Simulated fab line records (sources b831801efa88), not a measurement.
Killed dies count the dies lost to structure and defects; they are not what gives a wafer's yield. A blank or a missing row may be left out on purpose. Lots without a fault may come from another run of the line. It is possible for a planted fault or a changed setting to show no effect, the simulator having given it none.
fab line records	flow gf180mcu
record lots=24	wafers=72	last-day=34
route steps=602 shown NSD@247 V1@337 V2@384
lots with no fault: from the same line, run without faults
start-h: start of the lot's first displayed wafer, in hours after the record's first day	wait-h: hours since the lot's step before	" unchanged from the row above	L1.1+2: one row covering several wafers at once	- either no value or no given start	* or withheld: withheld	< > ~ a bound
route shown NAME@n: a module of which the file shows steps, and the number in the route of the first	usual: mean and standard deviation over wafers with no fault	same: alike in all rows	chamber/n: place in a boat	sites: the reading at each site	_std_site: their standard deviation	_edge_site: inner sites' mean taken away from outer sites' mean	radius-mm: for every site, how far away it sits from the centre of the wafer	mask NAME#n: copy n	behind: the last tool/chamber to shape the wafer	hold: what put the lot on hold/how long, in hours/how the hold closed	device: which transistor (n, p or np) failed to switch	end of line: the route-end tests of the same wafers	a step given without rows: its recipe and nothing more	killed: dies that structure and defects cost at the first sort, which is not the same as the wafer's yield	map: dies across one wafer; x = killed, . = not, _ = none there
set.NAME: setting as actually run; set.NAME@STEP: the setting as run at that earlier step	model.NAME: the simulator's own value behind a step, which no gauge read
route steps across a sampled set of lots; one table per step, one row per wafer
services: when a tool's chamber went out of use (start-h, in hours from the record's first day, below 0 if earlier), for how many hours, and the reason
## steps
# step GF_NSD_TW_MEAS_12
# usual NSD_TW=4218/42
lot.wafer	tool	chamber	start-h	wait-h	NSD_TW
L074.2	film-metro-01	-	308.05	0.1	4207
L074.3	"	-	"	"	4194
L074.5	"	-	"	"	4194
L075.1	film-metro-03	-	312.19	0.1	4282
L075.2	"	-	"	"	4283
L075.3	"	-	"	"	4277
L076.2	film-metro-01	-	322.24	0.1	4195
L076.5	"	-	"	"	4200
L076.6	"	-	"	"	4204
L077.1	film-metro-03	-	333.71	0.1	4282
L077.4	"	-	"	"	4281
L077.5	"	-	"	"	4292
L078.2	film-metro-01	-	339.15	0.1	4198
L078.4	"	-	"	"	4200
L078.6	"	-	"	"	4212
L079.1	film-metro-01	-	341.85	0.1	4219
L079.3	"	-	"	"	4226
L079.4	"	-	"	"	4220
L081.1	film-metro-03	-	363.55	0.1	4275
L081.2	"	-	"	"	4263
L081.6	"	-	"	"	4279
L080.2	film-metro-01	-	363.93	0.1	4208
L080.3	"	-	"	"	4203
L080.4	"	-	"	"	4206
L082.1	film-metro-01	-	369.98	0.1	4232
L082.3	"	-	"	"	4226
L082.4	"	-	"	"	4187
L083.1	film-metro-03	-	374.00	0.1	4294
L083.4	"	-	"	"	4282
L083.5	"	-	"	"	4294
L084.1	film-metro-01	-	395.38	0.1	4220
L084.3	"	-	"	"	4204
L084.4	"	-	"	"	4225
L085.2	film-metro-03	-	398.15	0.1	4313
L085.5	"	-	"	"	4280
L085.6	"	-	"	"	4289
L086.1	film-metro-04	-	405.70	0.1	4162
L086.3	"	-	"	"	4155
L086.5	"	-	"	"	4149
L087.1	film-metro-04	-	415.13	0.1	4145
L087.3	"	-	"	"	4167
L087.4	"	-	"	"	4160
L088.1	film-metro-04	-	422.38	0.1	4172
L088.3	"	-	"	"	4176
L088.6	"	-	"	"	4179
L089.1	film-metro-03	-	428.28	0.1	4219
L089.3	"	-	"	"	4217
L089.6	"	-	"	"	4230
L090.3	film-metro-03	-	437.06	0.1	4222
L090.4	"	-	"	"	4208
L090.5	"	-	"	"	4212
L091.3	film-metro-04	-	447.06	0.1	4149
L091.4	"	-	"	"	4173
L091.6	"	-	"	"	4152
L092.3	film-metro-03	-	458.16	0.1	4251
L092.5	"	-	"	"	4230
L092.6	"	-	"	"	4239
L093.2	film-metro-03	-	461.65	0.1	4201
L093.5	"	-	"	"	4226
L093.6	"	-	"	"	4229
L094.1	film-metro-03	-	467.94	0.1	4237
L094.4	"	-	"	"	4238
L094.5	"	-	"	"	4248
L095.4	film-metro-04	-	475.46	0.1	4177
L095.5	"	-	"	"	4189
L095.6	"	-	"	"	4202
L096.1	film-metro-03	-	484.18	0.1	4213
L096.3	"	-	"	"	4205
L096.6	"	-	"	"	4230
L097.1	film-metro-04	-	486.74	0.1	4165
L097.2	"	-	"	"	4158
L097.3	"	-	"	"	4178
# step GF_V1_CVD_02
# recipe material=SiO2	target-thk-nm=850	precursor=TEOS	temp-c=400	time-s=94.851	rf-w=600
# usual heater-power-w=659/130
lot.wafer	tool	chamber	start-h	wait-h	heater-power-w
L074.2	pecvd-02	1	399.41	0.0	590
L074.3	"	2	"	"	684
L074.5	"	1	"	"	446
L075.1	pecvd-03	1	404.94	0.1	553
L075.2	"	0	"	"	664
L075.3	"	2	"	"	711
L076.2	pecvd-03	0	415.36	0.0	619
L076.5	"	1	"	"	465
L076.6	"	0	"	"	648
L077.1	pecvd-04	1	429.67	0.1	652
L077.4	"	1	"	"	699
L077.5	"	0	"	"	732
L078.2	pecvd-03	2	435.25	0.0	727
L078.4	"	0	"	"	617
L078.6	"	2	"	"	584
L079.1	pecvd-02	0	438.97	0.1	967
L079.3	"	2	"	"	688
L079.4	"	2	"	"	724
L081.1	pecvd-03	1	463.29	0.1	594
L081.2	"	0	"	"	593
L081.6	"	1	"	"	460
L080.2	pecvd-04	1	463.42	0.0	620
L080.3	"	0	"	"	685
L080.4	"	1	"	"	668
L082.1	pecvd-02	0	469.32	0.1	934
L082.3	"	2	"	"	715
L082.4	"	2	"	"	595
L083.1	pecvd-04	2	474.60	0.1	540
L083.4	"	1	"	"	692
L083.5	"	0	"	"	701
L084.1	pecvd-04	1	498.08	0.1	585
L084.3	"	0	"	"	730
L084.4	"	2	"	"	605
L085.2	pecvd-03	2	500.45	0.0	723
L085.5	"	0	"	"	509
L085.6	"	1	"	"	569
L086.1	pecvd-03	2	507.93	0.1	640
L086.3	"	0	"	"	590
L086.5	"	2	"	"	710
L087.1	pecvd-02	2	516.26	0.1	734
L087.3	"	1	"	"	511
L087.4	"	1	"	"	549
L088.1	pecvd-02	0	524.22	0.1	902
L088.3	"	1	"	"	492
L088.6	"	2	"	"	707
L089.1	pecvd-02	2	529.88	0.1	676
L089.3	"	0	"	"	976
L089.6	"	0	"	"	977
L090.3	pecvd-04	1	537.86	0.0	623
L090.4	"	1	"	"	656
L090.5	"	2	"	"	655
L091.3	pecvd-02	2	554.57	0.0	611
L091.4	"	0	"	"	787
L091.6	"	1	"	"	435
L092.3	pecvd-02	2	557.17	0.0	620
L092.5	"	2	"	"	682
L092.6	"	1	"	"	515
L093.2	pecvd-03	0	559.50	0.0	620
L093.5	"	1	"	"	586
L093.6	"	0	"	"	649
L094.1	pecvd-04	0	564.11	0.1	630
L094.4	"	1	"	"	613
L094.5	"	2	"	"	589
L095.4	pecvd-02	1	572.36	0.1	533
L095.5	"	0	"	"	990
L095.6	"	2	"	"	590
L096.1	pecvd-04	2	580.34	0.1	613
L096.3	"	1	"	"	620
L096.6	"	0	"	"	580
L097.1	pecvd-04	1	582.70	0.1	669
L097.2	"	2	"	"	656
L097.3	"	0	"	"	645
# step GF_V1_CMP_04
# recipe material=SiO2	down-force-psi=4	platen-rpm=60	pad-velocity-m-s=0.94248
# usual motor-current-A=11.4/0.96	time-to-endpoint-s=81/5.5
lot.wafer	tool	chamber	start-h	wait-h	motor-current-A	time-to-endpoint-s
L074.3	cmp-01	2	399.64	0.1	10.5	77
L074.2	"	3	"	"	11.3	81
L074.5	"	0	"	"	9.6	83
L075.2	cmp-01	3	405.07	0.0	11.9	86
L075.3	"	1	"	"	11.9	85
L075.1	"	2	"	"	10.5	81
L076.2	cmp-01	3	415.64	0.2	11.7	78
L076.5	"	0	"	"	10.0	85
L076.6	"	1	"	"	12.2	84
L077.4	cmp-01	2	429.84	0.1	11.1	85
L077.1	"	3	"	"	12.0	75
L077.5	"	1	"	"	12.1	87
L078.2	cmp-02	3	435.48	0.1	12.3	78
L078.4	"	0	"	"	12.6	84
L078.6	"	2	"	"	11.6	87
L079.3	cmp-01	1	439.09	0.0	11.6	76
L079.4	"	2	"	"	10.8	84
L079.1	"	0	"	"	10.3	80
L081.2	cmp-02	0	463.47	0.1	11.5	86
L081.1	"	1	"	"	13.1	87
L081.6	"	3	"	"	11.4	92
L080.2	cmp-01	0	463.55	0.0	9.9	70
L080.4	"	1	"	"	11.4	77
L080.3	"	2	"	"	11.1	75
L082.3	cmp-02	1	469.50	0.1	13.3	70
L082.1	"	2	"	"	11.4	77
L082.4	"	3	"	"	11.8	74
L083.4	cmp-01	0	474.73	0.0	10.0	75
L083.1	"	2	"	"	10.6	74
L083.5	"	1	"	"	11.5	74
L084.4	cmp-01	3	498.21	0.0	11.7	76
L084.3	"	1	"	"	12.2	75
L084.1	"	2	"	"	10.6	75
L085.2	cmp-01	3	500.67	0.1	12.1	79
L085.5	"	1	"	"	11.5	86
L085.6	"	2	"	"	10.4	85
L086.3	cmp-02	2	508.06	0.0	11.5	79
L086.1	"	1	"	"	12.8	80
L086.5	"	3	"	"	11.4	86
L087.4	cmp-01	1	516.39	0.0	11.7	83
L087.1	"	2	"	"	10.9	76
L087.3	"	3	"	"	12.6	76
L088.3	cmp-02	0	524.40	0.1	11.7	77
L088.1	"	2	"	"	11.1	85
L088.6	"	0	"	"	11.4	82
L089.3	cmp-01	2	530.09	0.1	11.0	88
L089.1	"	3	"	"	12.3	71
L089.6	"	1	"	"	11.5	85
L090.3	cmp-02	1	537.99	0.0	11.9	80
L090.4	"	3	"	"	12.4	82
L090.5	"	2	"	"	11.4	84
L091.3	cmp-01	0	555.05	0.4	9.8	73
L091.4	"	1	"	"	11.3	81
L091.6	"	0	"	"	9.5	78
L092.3	cmp-02	3	557.30	0.0	11.6	79
L092.5	"	3	"	"	12.0	83
L092.6	"	0	"	"	12.4	89
L093.2	cmp-02	0	559.68	0.1	12.2	76
L093.5	"	3	"	"	10.9	83
L093.6	"	0	"	"	12.3	88
L094.4	cmp-01	2	564.24	0.0	11.3	84
L094.1	"	0	"	"	9.5	71
L094.5	"	2	"	"	10.8	80
L095.4	cmp-01	0	572.56	0.1	9.8	80
L095.5	"	2	"	"	11.0	90
L095.6	"	3	"	"	12.4	76
L096.1	cmp-02	0	581.39	1.0	11.7	83
L096.3	"	1	"	"	13.0	84
L096.6	"	3	"	"	11.5	85
L097.1	cmp-02	1	582.83	0.1	13.0	83
L097.3	"	2	"	"	11.1	85
L097.2	"	0	"	"	11.8	85
# step GF_V2_CVD_02
# recipe material=SiO2	target-thk-nm=850	precursor=TEOS	temp-c=400	time-s=94.851	rf-w=600
# usual heater-power-w=639/120
lot.wafer	tool	chamber	start-h	wait-h	heater-power-w
L074.2	pecvd-01	2	451.27	0.0	597
L074.3	"	0	"	"	673
L074.5	"	0	"	"	703
L075.1	pecvd-04	1	456.92	0.1	703
L075.2	"	0	"	"	718
L075.3	"	2	"	"	525
L076.2	pecvd-04	2	468.10	0.0	639
L076.5	"	1	"	"	565
L076.6	"	0	"	"	713
L077.1	pecvd-02	2	482.17	0.1	610
L077.4	"	0	"	"	935
L077.5	"	2	"	"	668
L078.2	pecvd-04	2	487.48	0.0	570
L078.4	"	0	"	"	582
L078.6	"	2	"	"	621
L079.1	pecvd-02	1	490.06	0.1	455
L079.3	"	2	"	"	656
L079.4	"	0	"	"	1028
L081.1	pecvd-02	2	514.67	0.1	716
L081.2	"	1	"	"	462
L081.6	"	2	"	"	574
L080.2	pecvd-04	0	515.02	0.0	676
L080.3	"	2	"	"	561
L080.4	"	0	"	"	704
L082.1	pecvd-01	2	519.83	0.1	626
L082.3	"	1	"	"	583
L082.4	"	0	"	"	657
L083.1	pecvd-01	1	525.02	0.1	608
L083.4	"	1	"	"	613
L083.5	"	2	"	"	622
L084.1	pecvd-01	1	554.64	0.1	577
L084.3	"	2	"	"	552
L084.4	"	1	"	"	608
L085.2	pecvd-02	1	554.76	0.0	544
L085.5	"	0	"	"	939
L085.6	"	1	"	"	555
L086.1	pecvd-04	0	555.84	0.1	719
L086.3	"	2	"	"	607
L086.5	"	1	"	"	568
L087.1	pecvd-01	2	563.16	0.1	601
L087.3	"	0	"	"	674
L087.4	"	2	"	"	500
L088.1	pecvd-02	1	571.67	0.1	464
L088.3	"	2	"	"	667
L088.6	"	0	"	"	959
L089.1	pecvd-04	2	577.60	0.1	609
L089.3	"	0	"	"	730
L089.6	"	2	"	"	642
L090.3	pecvd-02	2	584.60	0.0	693
L090.4	"	2	"	"	720
L090.5	"	0	"	"	966
L091.3	pecvd-01	0	600.79	0.0	707
L091.4	"	1	"	"	630
L091.6	"	0	"	"	569
L092.3	pecvd-04	0	604.44	0.0	581
L092.5	"	1	"	"	627
L092.6	"	2	"	"	651
L093.2	pecvd-02	0	605.86	0.0	881
L093.5	"	2	"	"	568
L093.6	"	1	"	"	594
L094.1	pecvd-04	2	610.38	0.1	506
L094.4	"	0	"	"	731
L094.5	"	2	"	"	554
L095.4	pecvd-01	2	618.20	0.1	498
L095.5	"	1	"	"	553
L095.6	"	0	"	"	560
L096.1	pecvd-01	0	626.46	0.1	701
L096.3	"	2	"	"	509
L096.6	"	1	"	"	552
L097.1	pecvd-04	0	628.33	0.1	685
L097.2	"	2	"	"	557
L097.3	"	1	"	"	694
# step GF_V2_THK_MEAS_03
# recipe reads=SiO2_of_V2_CVD_02
# usual V2_CVD_02_THK=848/10
lot.wafer	tool	chamber	start-h	wait-h	V2_CVD_02_THK[nm]
L074.2	film-metro-04	-	451.35	0.0	838
L074.3	"	-	"	"	868
L074.5	"	-	"	"	869
L075.1	film-metro-04	-	456.99	0.0	845
L075.2	"	-	"	"	848
L075.3	"	-	"	"	855
L076.2	film-metro-02	-	468.18	0.0	831
L076.5	"	-	"	"	861
L076.6	"	-	"	"	846
L077.1	film-metro-02	-	482.24	0.0	847
L077.4	"	-	"	"	857
L077.5	"	-	"	"	869
L078.2	film-metro-02	-	487.56	0.0	838
L078.4	"	-	"	"	854
L078.6	"	-	"	"	858
L079.1	film-metro-04	-	490.13	0.0	851
L079.3	"	-	"	"	861
L079.4	"	-	"	"	856
L081.1	film-metro-02	-	514.74	0.0	836
L081.2	"	-	"	"	830
L081.6	"	-	"	"	861
L080.2	film-metro-02	-	515.10	0.0	848
L080.3	"	-	"	"	850
L080.4	"	-	"	"	866
L082.1	film-metro-04	-	519.90	0.0	849
L082.3	"	-	"	"	845
L082.4	"	-	"	"	866
L083.1	film-metro-02	-	525.09	0.0	839
L083.4	"	-	"	"	849
L083.5	"	-	"	"	855
L084.1	film-metro-01	-	554.71	0.0	824
L084.3	"	-	"	"	834
L084.4	"	-	"	"	850
L085.2	film-metro-04	-	554.84	0.0	847
L085.5	"	-	"	"	861
L085.6	"	-	"	"	867
L086.1	film-metro-02	-	555.91	0.0	834
L086.3	"	-	"	"	841
L086.5	"	-	"	"	847
L087.1	film-metro-01	-	563.23	0.0	841
L087.3	"	-	"	"	857
L087.4	"	-	"	"	856
L088.1	film-metro-01	-	571.74	0.0	831
L088.3	"	-	"	"	841
L088.6	"	-	"	"	859
L089.1	film-metro-02	-	577.67	0.0	848
L089.3	"	-	"	"	833
L089.6	"	-	"	"	852
L090.3	film-metro-02	-	584.69	0.1	839
L090.4	"	-	"	"	851
L090.5	"	-	"	"	853
L091.3	film-metro-04	-	600.88	0.1	843
L091.4	"	-	"	"	843
L091.6	"	-	"	"	852
L092.3	film-metro-01	-	604.53	0.1	846
L092.5	"	-	"	"	847
L092.6	"	-	"	"	850
L093.2	film-metro-01	-	605.94	0.0	837
L093.5	"	-	"	"	858
L093.6	"	-	"	"	846
L094.1	film-metro-01	-	610.45	0.0	834
L094.4	"	-	"	"	856
L094.5	"	-	"	"	856
L095.4	film-metro-04	-	618.26	0.0	845
L095.5	"	-	"	"	847
L095.6	"	-	"	"	853
L096.1	film-metro-02	-	626.53	0.0	851
L096.3	"	-	"	"	836
L096.6	"	-	"	"	844
L097.1	film-metro-01	-	628.40	0.0	837
L097.2	"	-	"	"	846
L097.3	"	-	"	"	841
# step GF_V2_BOW_MEAS_05
# recipe mode=bow
# usual V2_BOW=98/7.9
lot.wafer	tool	chamber	start-h	wait-h	V2_BOW[um]
L074.2	film-metro-01	-	451.81	0.1	98
L074.3	"	-	"	"	88
L074.5	"	-	"	"	101
L075.1	film-metro-04	-	457.35	0.2	80
L075.2	"	-	"	"	98
L075.3	"	-	"	"	89
L076.2	film-metro-02	-	468.55	0.3	113
L076.5	"	-	"	"	87
L076.6	"	-	"	"	85
L077.1	film-metro-01	-	482.60	0.1	100
L077.4	"	-	"	"	102
L077.5	"	-	"	"	114
L078.2	film-metro-04	-	487.93	0.1	91
L078.4	"	-	"	"	81
L078.6	"	-	"	"	80
L079.1	film-metro-02	-	490.49	0.2	98
L079.3	"	-	"	"	100
L079.4	"	-	"	"	104
L081.1	film-metro-04	-	515.10	0.1	105
L081.2	"	-	"	"	106
L081.6	"	-	"	"	98
L080.2	film-metro-02	-	515.47	0.2	101
L080.3	"	-	"	"	100
L080.4	"	-	"	"	101
L082.1	film-metro-02	-	520.26	0.1	94
L082.3	"	-	"	"	89
L082.4	"	-	"	"	102
L083.1	film-metro-01	-	525.45	0.2	113
L083.4	"	-	"	"	102
L083.5	"	-	"	"	102
L084.1	film-metro-04	-	555.41	0.2	99
L084.3	"	-	"	"	93
L084.4	"	-	"	"	111
L085.2	film-metro-01	-	555.77	0.2	103
L085.5	"	-	"	"	92
L085.6	"	-	"	"	106
L086.1	film-metro-02	-	556.85	0.1	92
L086.3	"	-	"	"	88
L086.5	"	-	"	"	93
L087.1	film-metro-04	-	563.59	0.2	96
L087.3	"	-	"	"	105
L087.4	"	-	"	"	103
L088.1	film-metro-02	-	572.10	0.1	95
L088.3	"	-	"	"	104
L088.6	"	-	"	"	99
L089.1	film-metro-01	-	578.29	0.2	104
L089.3	"	-	"	"	109
L089.6	"	-	"	"	106
L090.3	film-metro-02	-	585.07	0.2	96
L090.4	"	-	"	"	97
L090.5	"	-	"	"	94
L091.3	film-metro-02	-	601.26	0.1	102
L091.4	"	-	"	"	112
L091.6	"	-	"	"	94
L092.3	film-metro-01	-	604.94	0.2	92
L092.5	"	-	"	"	92
L092.6	"	-	"	"	95
L093.2	film-metro-01	-	606.31	0.2	104
L093.5	"	-	"	"	95
L093.6	"	-	"	"	92
L094.1	film-metro-01	-	610.99	0.2	104
L094.4	"	-	"	"	91
L094.5	"	-	"	"	89
L095.4	film-metro-04	-	618.65	0.2	96
L095.5	"	-	"	"	91
L095.6	"	-	"	"	103
L096.1	film-metro-04	-	626.89	0.1	94
L096.3	"	-	"	"	99
L096.6	"	-	"	"	111
L097.1	film-metro-01	-	628.76	0.1	93
L097.2	"	-	"	"	95
L097.3	"	-	"	"	102
## services
tool	chamber	start-h	hours	kind
pecvd-04	-	395.82	9.6	repair
cmp-02	-	404.14	4.0	pm
pecvd-04	-	409.76	14.6	pm
cmp-02	-	409.97	7.3	pm
pecvd-04	-	449.15	2.8	pm
cmp-02	-	449.68	9.3	pm
cmp-01	-	465.75	3.0	repair
cmp-02	-	489.26	0.7	repair
cmp-01	-	500.96	4.2	pm
cmp-01	-	505.15	8.2	pm
cmp-01	-	517.94	0.9	repair
pecvd-04	1	522.57	2.0	repair
pecvd-02	1	527.96	4.7	repair
cmp-02	-	540.49	2.1	repair
pecvd-04	-	547.12	1.7	repair
pecvd-03	-	556.82	1.4	repair
cmp-02	-	561.63	1.5	repair
pecvd-03	-	566.12	28.1	pm
cmp-01	-	577.27	4.0	pm
pecvd-02	-	591.12	14.0	pm
pecvd-02	0	591.12	14.0	vent-cycle
pecvd-02	1	591.12	14.0	vent-cycle
pecvd-01	-	601.62	6.0	pm
cmp-01	-	616.12	0.6	repair
## key
fault none
